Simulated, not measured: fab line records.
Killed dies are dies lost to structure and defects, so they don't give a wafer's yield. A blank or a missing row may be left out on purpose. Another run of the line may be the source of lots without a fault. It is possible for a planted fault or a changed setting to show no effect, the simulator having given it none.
fab line records | flow sky130
record: lots: 12 wafers: 36 last_day: 50
route steps=708 shown LDD_HVN@276 VIA1@473
lots with no fault: from the same line, run without faults
start_h: start of the lot's first displayed wafer, in hours after the record's first day | wait_h: hours elapsed since this lot's preceding step | " identical to the entry in the row above | L1.1+2: several wafers, shown together as one row | - either no value or no given start | * or withheld: withheld | < > ~ a bound
route shown NAME@n: NAME is a module with steps in the file, n the number in the route of the first one | usual: mean/standard deviation of fault-free wafers | same: alike in all rows | chamber/n: place in a boat | sites: each site's reading | _std_site: their standard deviation | _edge_site: mean of outer sites minus mean of inner sites | radius_mm: how far each site lies from the wafer's centre | mask NAME#n: copy n | behind: the most recent tool/chamber to have shaped the wafer | hold: what put the lot on hold/how long, in hours/how the hold closed | device: transistor that didn't switch, given as n, p or np | end of line: tests of these same wafers at the route's end | a step given without rows: its recipe and nothing more | killed: dies that structure and defects cost at the first sort, which is not the same as the wafer's yield | map: dies across one wafer; x = killed, . = not, _ = none there
set.NAME: the run value of the setting; set.NAME@STEP: its run value at that earlier step | model.NAME: the simulator's own value behind a step, which no gauge read
a sample of lots followed through the steps of the route, with each step as a table and each wafer as a row
services: from which hour (start_h, from the record's first day; less than 0 if before it) a tool's chamber was out of use, for how many hours, and why
== steps ==
step: SKY_LDD_HVN_STRIP_09
recipe: chemistry: O2/N2 power_w: 1400 pressure_mtorr: 1500 platen_temp_c: withheld o2_flow_sccm: 3000 n2_flow_sccm: 300 overash_fraction: 0.5
usual: drypump_motor_current_A: 5.5/0.31 oes_product_au: 0.408/0.005 strip_time_to_endpoint_s: 4.131/0.013
same: overash_fraction: 0.5
columns lot.wafer tool chamber start_h wait_h drypump_motor_current_A oes_product_au rf_hours_counter_h strip_time_to_endpoint_s
L712.1 plasma_asher-01 0 452.80 0.1 5.9 0.410 75 4.132
L712.2 " 1 " " 5.4 0.405 75 4.124
L712.5 " 1 " " 5.4 0.406 - 4.140
L713.2 plasma_asher-04 0 464.72 0.1 5.5 0.410 67 4.120
L713.3 " 0 " " 5.5 0.399 - 4.110
L713.5 " 1 " " 4.9 0.413 - 4.123
L717.2 plasma_asher-01 0 495.03 0.1 5.9 0.402 80 4.112
L717.4 " 0 " " 5.9 0.414 - 4.158
L717.5 " 1 " " 5.4 0.413 - 4.145
L716.2 plasma_asher-02 0 499.70 0.1 5.7 0.407 38 4.138
L716.4 " 0 " " 5.6 0.415 - 4.134
L716.6 " 0 " " 5.6 0.406 - 4.112
L718.2 plasma_asher-02 0 513.07 0.1 5.7 0.407 39 4.135
L718.3 " 0 " " 5.7 0.404 - 4.117
L718.4 " 1 " " 5.6 0.416 - 4.132
L719.1 plasma_asher-04 1 526.43 0.1 4.9 0.401 73 4.125
L719.3 " 0 " " 5.4 0.415 - 4.135
L719.4 " 1 " " 4.9 0.412 - 4.131
L720.1 plasma_asher-04 0 528.87 0.1 5.5 0.416 74 4.131
L720.2 " 1 " " 4.9 0.403 74 4.116
L720.5 " 0 " " 5.5 0.416 - 4.117
L721.1 plasma_asher-02 0 534.93 0.1 5.7 0.397 41 4.122
L721.2 " 1 " " 5.6 0.404 41 4.144
L721.4 " 1 " " 5.6 0.419 - 4.134
L725.3 plasma_asher-02 0 573.06 0.1 5.7 0.409 - 4.133
L725.5 " 1 " " 5.6 0.418 - 4.145
L725.6 " 0 " " 5.6 0.411 - 4.149
L731.2 plasma_asher-02 0 619.63 0.1 5.7 0.404 50 3.871
L731.3 " 1 " " 5.6 0.409 - 3.851
L731.4 " 0 " " 5.7 0.403 - 3.843
L734.1 plasma_asher-04 1 645.30 0.1 4.9 0.413 85 4.130
L734.3 " 1 " " 4.9 0.406 - 4.126
L734.5 " 0 " " 5.4 0.409 - 4.133
L733.1 plasma_asher-02 0 647.40 0.1 5.7 0.402 53 3.866
L733.2 " 1 " " 5.6 0.416 53 3.855
L733.4 " 1 " " 5.6 0.414 - 3.858
step: SKY_VIA1_ETCH_15
recipe: target: SiO2 chemistry: C4F8/O2/Ar target_depth_nm: 351 stop_on: TiN mask_material: KrF-thick source_w: 1500 bias_w: 1200 pressure_mtorr: 40 c4f8_flow_sccm: withheld O2_flow_sccm: 6 Ar_flow_sccm: 300 time_s: 54
usual: oes_product_au: 0.983/0.0054 rf_fwd_power_W: 1484/5.4
columns lot.wafer tool chamber start_h wait_h oes_product_au rf_fwd_power_W rf_hours_counter_h
L712.1 rie_diel-03 3 780.48 0.0 0.977 1481 1
L712.2 " 2 " " 0.985 1485 14
L712.5 " 1 " " 0.973 1483 -
L713.2 rie_diel-04 2 791.31 0.0 0.985 1488 3
L713.3 " 3 " " 0.980 1487 0
L713.5 " 1 " " 0.983 1486 -
L717.2 rie_diel-04 2 816.69 0.0 0.982 1484 4
L717.4 " 1 " " 0.983 1486 -
L717.5 " 0 " " 0.988 1496 -
L716.2 rie_diel-04 2 820.71 0.0 0.983 1493 4
L716.4 " 2 " " 0.990 1486 -
L716.6 " 0 " " 0.988 1485 -
L718.2 rie_diel-03 1 833.59 0.0 0.984 1482 17
L718.3 " 2 " " 0.985 1487 16
L718.4 " 0 " " 0.985 1483 9
L719.1 rie_diel-03 3 845.23 0.0 0.976 1479 3
L719.3 " 2 " " 0.983 1479 16
L719.4 " 1 " " 0.983 1472 17
L720.1 rie_diel-04 0 848.41 0.0 0.981 1490 15
L720.2 " 2 " " 0.982 1492 5
L720.5 " 1 " " 0.975 1493 -
L721.1 rie_diel-03 1 852.81 0.0 0.986 1487 17
L721.2 " 0 " " 0.982 1485 10
L721.4 " 3 " " 0.979 1484 4
L725.3 rie_diel-03 2 881.43 0.0 0.982 1487 18
L725.5 " 2 " " 0.984 1485 -
L725.6 " 3 " " 0.980 1480 -
L731.2 rie_diel-01 3 925.92 0.0 0.987 1486 12
L731.3 " 0 " " 0.986 1478 15
L731.4 " 2 " " 0.989 1480 14
L734.1 rie_diel-04 3 944.63 0.0 0.977 1483 4
L734.3 " 1 " " 0.985 1488 9
L734.5 " 0 " " 0.997 1489 -
L733.1 rie_diel-04 0 951.08 0.0 0.984 1486 18
L733.2 " 3 " " 0.980 1485 4
L733.4 " 3 " " 0.983 1485 -
step: SKY_VIA1_STRIP_16
recipe: chemistry: O2/N2 power_w: 1400 pressure_mtorr: 1500 platen_temp_c: withheld o2_flow_sccm: 3000 n2_flow_sccm: 300 overash_fraction: 0.5
usual: drypump_motor_current_A: 5.69/0.19 oes_product_au: 0.415/0.0047 strip_time_to_endpoint_s: 4.447/0.025
same: overash_fraction: 0.5
columns lot.wafer tool chamber start_h wait_h drypump_motor_current_A oes_product_au rf_hours_counter_h strip_time_to_endpoint_s
L712.1 plasma_asher-03 0 780.52 0.0 5.51 0.419 32 4.475
L712.2 " 1 " " 5.90 0.415 32 4.431
L712.5 " 0 " " 5.52 0.408 - 4.430
L713.2 plasma_asher-01 1 791.36 0.0 5.46 0.415 5 4.441
L713.3 " 0 " " 5.93 0.422 - 4.457
L713.5 " 0 " " 5.93 0.418 - 4.473
L717.2 plasma_asher-01 1 816.74 0.0 5.47 0.417 8 4.409
L717.4 " 1 " " 5.44 0.420 - 4.463
L717.5 " 0 " " 5.93 0.421 - 4.403
L716.2 plasma_asher-01 1 820.76 0.0 5.44 0.419 8 4.460
L716.4 " 0 " " 5.92 0.416 - 4.465
L716.6 " 0 " " 5.93 0.422 - 4.433
L718.2 plasma_asher-01 1 833.64 0.0 5.46 0.417 9 4.416
L718.3 " 0 " " 5.95 0.417 - 4.446
L718.4 " 1 " " 5.43 0.413 - 4.437
L719.1 plasma_asher-03 1 845.27 0.0 5.88 0.426 38 4.473
L719.3 " 1 " " 5.89 0.413 - 4.400
L719.4 " 0 " " 5.53 0.409 - 4.456
L720.1 plasma_asher-03 0 848.46 0.0 5.54 0.416 39 4.418
L720.2 " 1 " " 5.91 0.405 39 4.445
L720.5 " 0 " " 5.52 0.412 - 4.434
L721.1 plasma_asher-03 1 852.86 0.0 5.90 0.419 39 4.427
L721.2 " 0 " " 5.53 0.414 39 4.430
L721.4 " 0 " " 5.53 0.426 - 4.433
L725.3 plasma_asher-03 0 881.51 0.1 5.52 0.423 - 4.379
L725.5 " 0 " " 5.52 0.421 - 4.393
L725.6 " 1 " " 5.89 0.427 - 4.473
L731.2 plasma_asher-02 1 925.96 0.0 5.62 0.418 82 4.442
L731.3 " 1 " " 5.64 0.423 - 4.449
L731.4 " 0 " " 5.64 0.418 - 4.425
L734.1 plasma_asher-01 1 944.67 0.0 5.45 0.418 19 4.485
L734.3 " 1 " " 5.46 0.422 - 4.465
L734.5 " 1 " " 5.45 0.418 - 4.448
L733.1 plasma_asher-03 0 951.12 0.0 5.52 0.416 49 4.444
L733.2 " 1 " " 5.90 0.414 49 4.473
L733.4 " 0 " " 5.52 0.415 - 4.453
step: SKY_VIA1_CVD_21
recipe: material: W target_thk_nm: 270 time_s: 80.902 temp_c: 400 pressure_torr: 40
usual: heater_power_w: 861/87
columns lot.wafer tool chamber start_h wait_h heater_power_w
L712.1 cvd_w-02 0 781.20 0.0 909
L712.2 " 1 " " 1013
L712.5 " 0 " " 951
L713.2 cvd_w-01 0 792.01 0.0 751
L713.3 " 0 " " 760
L713.5 " 1 " " 864
L717.2 cvd_w-01 0 817.42 0.0 765
L717.4 " 0 " " 755
L717.5 " 1 " " 844
L716.2 cvd_w-01 0 821.41 0.0 765
L716.4 " 1 " " 847
L716.6 " 0 " " 757
L718.2 cvd_w-02 0 834.29 0.0 936
L718.3 " 1 " " 1038
L718.4 " 0 " " 938
L719.1 cvd_w-02 1 845.97 0.0 1020
L719.3 " 1 " " 1015
L719.4 " 0 " " 934
L720.1 cvd_w-01 1 849.12 0.0 841
L720.2 " 0 " " 768
L720.5 " 0 " " 776
L721.1 cvd_w-02 0 853.51 0.0 932
L721.2 " 1 " " 1026
L721.4 " 1 " " 1000
L725.3 cvd_w-01 0 882.22 0.1 779
L725.5 " 1 " " 870
L725.6 " 0 " " 748
L731.2 cvd_w-01 0 926.63 0.0 756
L731.3 " 1 " " 846
L731.4 " 0 " " 759
L734.1 cvd_w-02 1 945.33 0.0 968
L734.3 " 1 " " 976
L734.5 " 0 " " 889
L733.1 cvd_w-01 1 951.78 0.0 852
L733.2 " 0 " " 774
L733.4 " 0 " " 752
== services ==
columns tool chamber start_h hours kind
plasma_asher-01 - 431.53 0.6 repair
plasma_asher-03 - 453.94 3.0 repair
cvd_w-01 - 478.08 1.2 repair
cvd_w-01 - 530.47 6.0 pm
plasma_asher-03 - 555.32 2.6 repair
rie_diel-04 3 579.03 1.7 repair
plasma_asher-03 - 586.27 9.3 repair
rie_diel-04 3 619.73 13.8 repair
cvd_w-01 - 640.35 6.9 pm
plasma_asher-03 - 642.71 2.8 pm
plasma_asher-03 - 646.87 0.6 repair
plasma_asher-02 - 657.41 2.8 pm
cvd_w-01 - 685.17 1.0 repair
plasma_asher-01 - 701.64 20.0 pm
rie_diel-04 3 701.99 23.6 repair
rie_diel-04 1 725.20 24.6 repair
plasma_asher-01 - 733.75 9.0 pm
plasma_asher-03 - 734.96 14.6 pm
plasma_asher-01 - 736.25 8.4 repair
rie_diel-04 3 811.65 16.3 repair
rie_diel-04 1 828.89 10.4 repair
plasma_asher-01 - 840.56 13.6 repair
cvd_w-01 - 904.72 0.9 repair
plasma_asher-01 - 921.10 0.9 repair
== key ==
first_sign: step: SKY_LDD_HVN_STRIP_09 reading: strip_time_to_endpoint_s direction: down sigmas: 20 usual: * struck: *
effect none on later readings
met_at SKY_LDD_HVN_STRIP_09
struck_lots L731,L733
tester_left_out L731,L733
not_acting_at SKY_VIA1_ETCH_15,SKY_VIA1_STRIP_16,SKY_VIA1_CVD_21
onset_between 573.06 619.63
fault: kind: process_parameter_drift tool: plasma_asher-02 chamber: - onset_h: 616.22 steps: SKY_LDD_HVN_STRIP_09 channel: power_w offset: * shape: step end_h: 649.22 acts_in: * stated: *
tester_left_out: of these lots the tester's yield and bins aren't shown, on N5 and GAA mostly nor the transistor test; their killed dies are dies lost to structure and defects alone, not to doping, threshold or leakage, so they don't give the yield
